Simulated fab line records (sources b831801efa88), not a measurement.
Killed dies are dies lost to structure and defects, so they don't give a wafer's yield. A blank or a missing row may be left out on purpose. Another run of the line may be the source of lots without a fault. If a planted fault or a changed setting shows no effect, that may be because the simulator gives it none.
Matching of chambers :: flow sky130 :: 4 sister chambers for SKY_VIA3_CMP_02 on cmp-02
The step polishes SiO2. 8 wafers are shown with their chamber, then 12 later ones without.

## WAFERS WITH THEIR CHAMBER
wafer: L082.5
chamber: 2
motor-current-A (A): 10.3

wafer: L085.1
chamber: 3
motor-current-A (A): 13.6

wafer: L086.1
chamber: 2
motor-current-A (A): 10.9

wafer: L086.4
chamber: 3
motor-current-A (A): 13.6

wafer: L086.6
chamber: 0
motor-current-A (A): 11.8

wafer: L087.1
chamber: 1
motor-current-A (A): 12.3

wafer: L087.5
chamber: 1
motor-current-A (A): 12.4

wafer: L087.6
chamber: 0
motor-current-A (A): 11.7

## WAFERS WITHOUT THEIR CHAMBER
wafer: L088.1
motor-current-A (A): 14.1

wafer: L088.2
motor-current-A (A): 10.1

wafer: L088.4
motor-current-A (A): 12.4

wafer: L091.2
motor-current-A (A): 10.4

wafer: L091.3
motor-current-A (A): 14.9

wafer: L091.5
motor-current-A (A): 14.2

wafer: L094.1
motor-current-A (A): 11.7

wafer: L094.2
motor-current-A (A): 12.9

wafer: L094.5
motor-current-A (A): 12.4

wafer: L097.1
motor-current-A (A): 12.4

wafer: L097.2
motor-current-A (A): 14.4

wafer: L097.3
motor-current-A (A): 10.1

## CHAMBER TAKEN BY EACH
wafer: L088.1
from the rows above: 3
in truth: 3

wafer: L088.2
from the rows above: 2
in truth: 2

wafer: L088.4
from the rows above: 1
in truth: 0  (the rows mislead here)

wafer: L091.2
from the rows above: 2
in truth: 2

wafer: L091.3
from the rows above: 3
in truth: 3

wafer: L091.5
from the rows above: 3
in truth: 3

wafer: L094.1
from the rows above: 0
in truth: 0

wafer: L094.2
from the rows above: can't be placed: 1 or 3
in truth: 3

wafer: L094.5
from the rows above: 1
in truth: 1

wafer: L097.1
from the rows above: 1
in truth: 1

wafer: L097.2
from the rows above: 3
in truth: 3

wafer: L097.3
from the rows above: 2
in truth: 2
10 of 12 placed correctly. From these rows, 1 cannot be placed; in 1 the true chamber is one of the candidates. Wrongly placed: 1.
How it was worked out, from the rows above alone: a wafer's distance from a chamber is the root of the sum, over the readings, of the square of ((its reading less the chamber's mean) divided by the reading's scatter). The wafer belongs to the nearest chamber; if the next one is less than 2 further off, it can't be placed. The mean given for a chamber averages the wafers shown for that chamber. The scatter is the square root of a quotient: the sum, over the shown wafers, of each reading's squared deviation from its chamber's mean, divided by wafers minus chambers.
